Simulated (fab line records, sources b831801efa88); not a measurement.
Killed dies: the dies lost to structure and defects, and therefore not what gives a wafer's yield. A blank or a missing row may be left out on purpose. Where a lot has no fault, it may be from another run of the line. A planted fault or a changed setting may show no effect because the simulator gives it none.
Which tool did it? | flow sky130 | 39 wafers from 13 lots sampled at 4 of the route's 708 steps

## WHAT EACH GAUGE READ, for each wafer
SKY_RES_XHIGH_TW_MEAS_09.
lot  | measured     | on           | RES_XHIGH_TW
L171 | day 27 13:49 | filmMetro-03 | 1634 1629 1632
L173 | day 27 19:29 | filmMetro-04 | 1627 1629 1626
L174 | day 28 01:14 | filmMetro-04 | 1623 1623 1632
L175 | day 28 18:14 | filmMetro-04 | 1630 1627 1629
L177 | day 29 14:52 | filmMetro-04 | 1623 1619 1617
L181 | day 30 15:20 | filmMetro-03 | 1641 1639 1639
L182 | day 31 01:55 | filmMetro-04 | 1623 1623 1621
L187 | day 32 23:34 | filmMetro-04 | 1621 1619 1618
L189 | day 33 07:47 | filmMetro-01 | 1065 1067 1063
L188 | day 33 11:06 | filmMetro-03 | 1061 1061 1064
L191 | day 33 16:31 | filmMetro-01 | 1650 1653 1652
L192 | day 34 01:32 | filmMetro-04 | 1633 1627 1630
L193 | day 34 05:58 | filmMetro-01 | 1644 1640 1645

SKY_SD_N_RS_MEAS_18: the measuring method here is four-point-probe.
lot  | measured     | on           | RES_XHIGH_RS (ohm/sq)
L171 | day 28 19:22 | filmMetro-04 | 333.4 332.3 332.5
L173 | day 29 00:48 | filmMetro-04 | 335.3 334.8 333.8
L174 | day 29 06:20 | filmMetro-04 | 334.9 335.9 335.4
L175 | day 29 23:23 | filmMetro-04 | 333.0 333.0 331.6
L177 | day 30 19:41 | filmMetro-04 | 333.6 334.4 333.6
L181 | day 31 19:08 | filmMetro-04 | 334.5 334.0 334.0
L182 | day 32 06:58 | filmMetro-03 | 332.4 332.7 333.0
L187 | day 34 03:16 | filmMetro-04 | 334.5 334.1 334.1
L189 | day 34 10:54 | filmMetro-04 | 1013.9 1018.8 1023.8
L188 | day 34 14:39 | filmMetro-01 | 1008.7 1006.6 1002.7
L191 | day 34 19:46 | filmMetro-01 | 330.7 330.8 330.6
L192 | day 35 05:38 | filmMetro-01 | 332.2 332.5 332.9
L193 | day 35 09:49 | filmMetro-01 | 334.9 334.8 334.1

## TOOL THAT RAN EACH LOT (tool first, then ch and the chambers of the sampled wafers, then the start)
lot  | SKY_RES_XHIGH_IMPLANT_07        | SKY_RES_XHIGH_STRIP_08
L171 | implanter-03 ch 0, day 27 13:35 | plasmaAsher-04 ch 0,1, day 27 13:43
L173 | implanter-01 ch 0, day 27 19:14 | plasmaAsher-04 ch 0,1, day 27 19:23
L174 | implanter-03 ch 0, day 28 01:01 | plasmaAsher-04 ch 1, day 28 01:08
L175 | implanter-03 ch 0, day 28 17:59 | plasmaAsher-03 ch 0,1, day 28 18:07
L177 | implanter-03 ch 0, day 29 14:40 | plasmaAsher-03 ch 0,1, day 29 14:46
L181 | implanter-03 ch 0, day 30 15:05 | plasmaAsher-04 ch 1, day 30 15:13
L182 | implanter-01 ch 0, day 31 01:40 | plasmaAsher-02 ch 0,1, day 31 01:49
L187 | implanter-04 ch 0, day 32 23:19 | plasmaAsher-02 ch 0,1, day 32 23:28
L189 | implanter-01 ch 0, day 33 07:32 | plasmaAsher-03 ch 0, day 33 07:41
L188 | implanter-01 ch 0, day 33 10:53 | plasmaAsher-03 ch 0,1, day 33 11:01
L191 | implanter-03 ch 0, day 33 16:19 | plasmaAsher-02 ch 0,1, day 33 16:25
L192 | implanter-04 ch 0, day 34 01:17 | plasmaAsher-04 ch 0,1, day 34 01:26
L193 | implanter-04 ch 0, day 34 05:43 | plasmaAsher-02 ch 0,1, day 34 05:52
- SKY_RES_XHIGH_IMPLANT_07
- SKY_RES_XHIGH_STRIP_08: strips in O2/N2.

## AS READ BY THE TOOLS THEMSELVES (means over the sampled wafers that have a number; for cases with no such wafer, the mark the record gives instead)
SKY_RES_XHIGH_IMPLANT_07.
lot  | tool         | beamOnS (s) | doseIonsCm2 | endStationPressureTorr (Torr)
L171 | implanter-03 | 38          | 3.600e+14   | 5.47e-06
L173 | implanter-01 | 43          | 3.602e+14   | 5.05e-06
L174 | implanter-03 | 40          | 3.601e+14   | 5.18e-06
L175 | implanter-03 | 39          | 3.593e+14   | 5.38e-06
L177 | implanter-03 | 39          | 3.602e+14   | 5.01e-06
L181 | implanter-03 | 39          | 3.593e+14   | 5.20e-06
L182 | implanter-01 | 44          | 3.601e+14   | 5.37e-06
L187 | implanter-04 | 35          | 3.596e+14   | 4.92e-06
L189 | implanter-01 | 11          | 8.967e+13   | 5.12e-06
L188 | implanter-01 | 11          | 8.957e+13   | 5.38e-06
L191 | implanter-03 | 39          | 3.602e+14   | 5.04e-06
L192 | implanter-04 | 35          | 3.601e+14   | 5.22e-06
L193 | implanter-04 | 34          | 3.597e+14   | 5.14e-06

SKY_RES_XHIGH_STRIP_08.
lot  | tool           | drypumpMotorCurrentA (A) | oesProductAu (a.u.) | stripTimeToEndpointS (s)
L171 | plasmaAsher-04 | 5.5                      | 0.711               | 14.32
L173 | plasmaAsher-04 | 5.6                      | 0.712               | 14.27
L174 | plasmaAsher-04 | 5.3                      | 0.709               | 14.28
L175 | plasmaAsher-03 | 5.6                      | 0.711               | 14.26
L177 | plasmaAsher-03 | 5.6                      | 0.709               | 14.29
L181 | plasmaAsher-04 | 5.4                      | 0.712               | 14.21
L182 | plasmaAsher-02 | 5.1                      | 0.712               | 14.28
L187 | plasmaAsher-02 | 5.4                      | 0.714               | 14.28
L189 | plasmaAsher-03 | 5.5                      | 0.718               | 14.19
L188 | plasmaAsher-03 | 5.6                      | 0.714               | 14.10
L191 | plasmaAsher-02 | 5.1                      | 0.714               | 14.29
L192 | plasmaAsher-04 | 5.5                      | 0.713               | 14.27
L193 | plasmaAsher-02 | 5.1                      | 0.712               | 14.25

## THE ANSWER, worked out from the rows above alone
Rule: the usual values come from the lots themselves. The widest of any qualifying gaps counts: lots, ordered by their means at a reading, are off when they make up no more than a third of the lots, leave a main group of 4 or more, and stand apart from it by 3 or more times the standard deviation of that group's means. A main group is skipped when, at the precision printed for the reading in the tables above, its means are all equal. A lot without any number at a reading at which 4 lots or more have one is off too. The other lots that the step has rows for count as sound. The gauges are gone through in route order, then the tools' own readings, and for those a lot's mean is taken as printed above. At the first step where some lot is off, the reading lying furthest off is the one used; lots without a number count as furthest.
Off: L189, L188, seen at SKY_RES_XHIGH_TW_MEAS_09 (RES_XHIGH_TW). The main group has a mean of 1631 with a standard deviation of 9.7.
If a tool, at a process step before that reading, ran all the lots that are off and no sound lot after the first of them, it fits. The gauges at SKY_RES_XHIGH_TW_MEAS_09 aren't tried: what is off there is off at SKY_RES_XHIGH_IMPLANT_07 too, on other tools, and a gauge's error can't cause that. Can't be told from this: 2 tools fit, implanter-01 at SKY_RES_XHIGH_IMPLANT_07, plasmaAsher-03 at SKY_RES_XHIGH_STRIP_08.

## WHAT THE SIMULATOR HAD PUT IN
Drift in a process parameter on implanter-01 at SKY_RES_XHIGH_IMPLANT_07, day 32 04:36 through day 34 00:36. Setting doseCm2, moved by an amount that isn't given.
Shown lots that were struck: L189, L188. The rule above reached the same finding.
